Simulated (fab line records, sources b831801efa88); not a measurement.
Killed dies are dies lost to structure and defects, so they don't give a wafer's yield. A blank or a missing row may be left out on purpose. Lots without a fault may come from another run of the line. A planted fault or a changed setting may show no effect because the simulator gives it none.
A struck lot beside a sound one | flow sky130 | 27 steps out of a route of 708
Sound: wafers L186.1, L186.2, L186.3. Struck: wafers L194.1, L194.2, L194.6. The cause comes at the end.
At each step with rows: each side's tool, then ch and its chambers, then its first start. Under that, the readings that differ: sound wafers | struck wafers | difference of the means | sigmas: that difference in standard deviations of wafers without a fault.
alike: readings whose means differ by less than 2 such deviations, and words and numbers that are the same on both sides. not compared: withheld readings, readings that some wafer has no value for, bounds like >300 that may hide the same value, and numbers for which the record gives no deviation and whose values overlap.
The two part at a step that has a row with sigmas, a row that says differs or no value, or rows on one side only. Numbers that don't overlap but have no deviation are shown without sigmas and don't part them. A reading that every wafer of one side lacks parts them only if that side has two wafers or more.

first, 3 steps without rows for these wafers: SKY_LDD_N_EXPOSE_04 (exposes mask NTM, target cd 840 nm); SKY_LDD_N_PEB_05; SKY_LDD_N_DEVELOP_06 (develop time 60 s).
SKY_LDD_N_OVL_MEAS_07:
  sound on overlay-02, day 21 10:46; struck on overlay-01, day 24 08:13
  reading        | sound          | struck      | difference | sigmas
  LDD_N_OVL (nm) | -2.8 -2.0 -1.1 | 1.4 1.5 1.5 | +3.4       | +2
then, 8 steps without rows for these wafers: SKY_LDD_N_IMPLANT_08; SKY_LDD_N_IMPLANT_09; SKY_LDD_N_IMPLANT_10; SKY_LDD_N_IMPLANT_11; SKY_LDD_N_IMPLANT_12; SKY_LDD_N_IMPLANT_13; SKY_LDD_N_IMPLANT_14; SKY_LDD_N_IMPLANT_15.
SKY_LDD_N_STRIP_16: strips in O2/N2.
  sound on plasma_asher-01 ch 0,1, day 21 11:59; struck on plasma_asher-01 ch 0,1, day 24 09:27
  no value came back on the struck wafers for any of 6 readings (chamber_pressure_mTorr (mTorr), drypump_motor_current_A (A) and others); on the sound wafers chamber_pressure_mTorr (mTorr) reads 1502.1 1503.8 1501.1
  reading                                    | sound | struck            | difference | sigmas
  model.NOVOLAK_of_LDD_N_COAT_02.thk_nm (nm) | 0 0 0 | 300.5 299.1 300.1 | +299.9     |
  not compared: rf_hours_counter_h
SKY_LDD_N_TW_MEAS_17:
  sound on film_metro-04, day 21 12:05; struck on film_metro-04, day 24 09:33
  alike: LDD_N_TW
then, 7 steps without rows for these wafers: SKY_LDD_P_DEHYDRATE_00 (time 60 s); SKY_LDD_P_HMDS_01 (prime time 60 s); SKY_LDD_P_COAT_02 (resist thk 1140 nm); SKY_LDD_P_SOFTBAKE_03 (time 60 s); SKY_LDD_P_EXPOSE_04 (exposes mask PSDM, target cd 380 nm); SKY_LDD_P_PEB_05; SKY_LDD_P_DEVELOP_06 (develop time 60 s).
SKY_LDD_P_CD_MEAS_07: target cd 380 nm.
  sound on cd_sem-01, day 22 17:44; struck on cd_sem-02, day 25 15:23
  alike: cd_nm
SKY_LDD_P_OVL_MEAS_08:
  sound on overlay-01, day 22 17:52; struck on overlay-01, day 25 15:31
  alike: LDD_P_OVL
then, 1 step without rows for these wafers: SKY_LDD_P_IMPLANT_09.
SKY_LDD_P_STRIP_10: strips in O2/N2.
  sound on plasma_asher-03 ch 0,1, day 22 18:03; struck on plasma_asher-03 ch 0,1, day 25 15:42
  reading                      | sound             | struck            | difference | sigmas
  strip_time_to_endpoint_s (s) | 14.15 14.17 14.18 | 18.73 18.72 18.77 | +4.57      | +99 or more
  alike: chamber_pressure_mTorr, drypump_motor_current_A, n2_flow_sccm, o2_flow_sccm, oes_product_au
  not compared: rf_hours_counter_h
SKY_LDD_P_TW_MEAS_11:
  sound on film_metro-03, day 22 18:09; struck on film_metro-04, day 25 16:02
  reading  | sound       | struck   | difference | sigmas
  LDD_P_TW | 641 638 641 | 30 30 30 | -610       | -97
  not compared: hold
SKY_PAD_OPEN_PROBE_99:
  the record has rows for the sound wafers here (prober-02, day 48 11:47) and none for the struck ones

WHERE THEY PART
First at SKY_LDD_N_OVL_MEAS_07; last, within this record, at SKY_PAD_OPEN_PROBE_99.

WHY: what the simulator had put in
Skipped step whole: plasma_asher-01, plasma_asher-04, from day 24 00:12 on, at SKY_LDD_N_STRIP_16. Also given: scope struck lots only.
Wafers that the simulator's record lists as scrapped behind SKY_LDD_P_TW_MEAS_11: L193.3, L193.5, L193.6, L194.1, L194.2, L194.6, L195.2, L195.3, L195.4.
